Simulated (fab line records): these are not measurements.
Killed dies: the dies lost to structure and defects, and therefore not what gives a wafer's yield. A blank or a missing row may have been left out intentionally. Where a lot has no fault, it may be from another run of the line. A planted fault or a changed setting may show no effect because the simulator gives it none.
Which tool is to blame?    flow sfq-line    Sampling: 7 lots, 21 wafers, 4 of 325 route steps

## WHAT THE GAUGES SHOWED, per wafer
SFQ_I6_OVL_MEAS_942.
lot   measured      on          I6_OVL (nm)
L895  day 76 02:35  overlay-01  6 6 3
L897  day 76 11:02  overlay-02  7 4 4
L899  day 76 18:13  overlay-02  -2 -1 5
L902  day 80 19:22  overlay-02  -5 -1 -8
L908  day 82 02:49  overlay-02  -7 -10 -4
L914  day 85 16:50  overlay-01  6 3 5
L916  day 86 06:15  overlay-02  -5 -3 -6

## EACH LOT AND THE TOOL THAT RAN IT (in order: tool; ch and the chambers of the sampled wafers; start)
lot   SFQ_TRILAYER_I0_VIA_BARC_OPEN_VIA_ETCH_046  SFQ_TRILAYER_M5_BARC_OPEN_METAL_ETCH_161  SFQ_TRILAYER_R5_BARC_OPEN_METAL_ETCH_177
L895  rie-diel-03 ch 1,3, day 10 04:28            rie-metal-02 ch 1, day 60 16:29           rie-metal-02 ch 0,1, day 61 01:01
L897  rie-diel-01 ch 0,3, day 10 11:40            rie-metal-02 ch 0,1, day 60 22:31         rie-metal-02 ch 0,1, day 61 06:23
L899  rie-diel-02 ch 1,2,3, day 11 01:19          rie-metal-02 ch 0,1, day 61 04:29         rie-metal-03 ch 0,1, day 66 13:21
L902  rie-diel-02 ch 0,1,2, day 11 20:31          rie-metal-03 ch 0,1, day 61 14:46         rie-metal-03 ch 0, day 66 21:45
L908  rie-diel-01 ch 0,3, day 13 16:34            rie-metal-03 ch 0,1, day 62 06:22         rie-metal-02 ch 0,1, day 67 10:57
L914  rie-diel-01 ch 0,2, day 15 02:04            rie-metal-02 ch 0, day 67 21:53           rie-metal-03 ch 0,1, day 73 00:16
L916  rie-diel-01 ch 1,2, day 15 18:46            rie-metal-01 ch 0,1, day 68 10:00         rie-metal-04 ch 0,1, day 73 08:40
- SFQ_TRILAYER_I0_VIA_BARC_OPEN_VIA_ETCH_046: etches BARC in O2, target depth 125 nm, time 41.7 s.
- SFQ_TRILAYER_M5_BARC_OPEN_METAL_ETCH_161: etches BARC in O2, target depth 125 nm, time 41.7 s.
- SFQ_TRILAYER_R5_BARC_OPEN_METAL_ETCH_177: etches BARC in O2, target depth 125 nm, time 41.7 s.

## THE ANSWER, worked out from the rows above alone
Rule: what is usual is taken from the lots themselves. The widest of any qualifying gaps counts: lots, ordered by their means at a reading, are off when they make up no more than a third of the lots, leave a main group of 4 or more, and stand apart from it by 3 or more times the standard deviation of that group's means. Not used: any main group whose means are identical at the precision the tables above print for the reading. Also off: a lot with no number at a reading for which 4 or more lots have one. All remaining lots with rows at the step are treated as sound.
Across all readings shown, no lot is off: no conclusion can be drawn from this.

## WHAT WAS PUT IN BY THE SIMULATOR
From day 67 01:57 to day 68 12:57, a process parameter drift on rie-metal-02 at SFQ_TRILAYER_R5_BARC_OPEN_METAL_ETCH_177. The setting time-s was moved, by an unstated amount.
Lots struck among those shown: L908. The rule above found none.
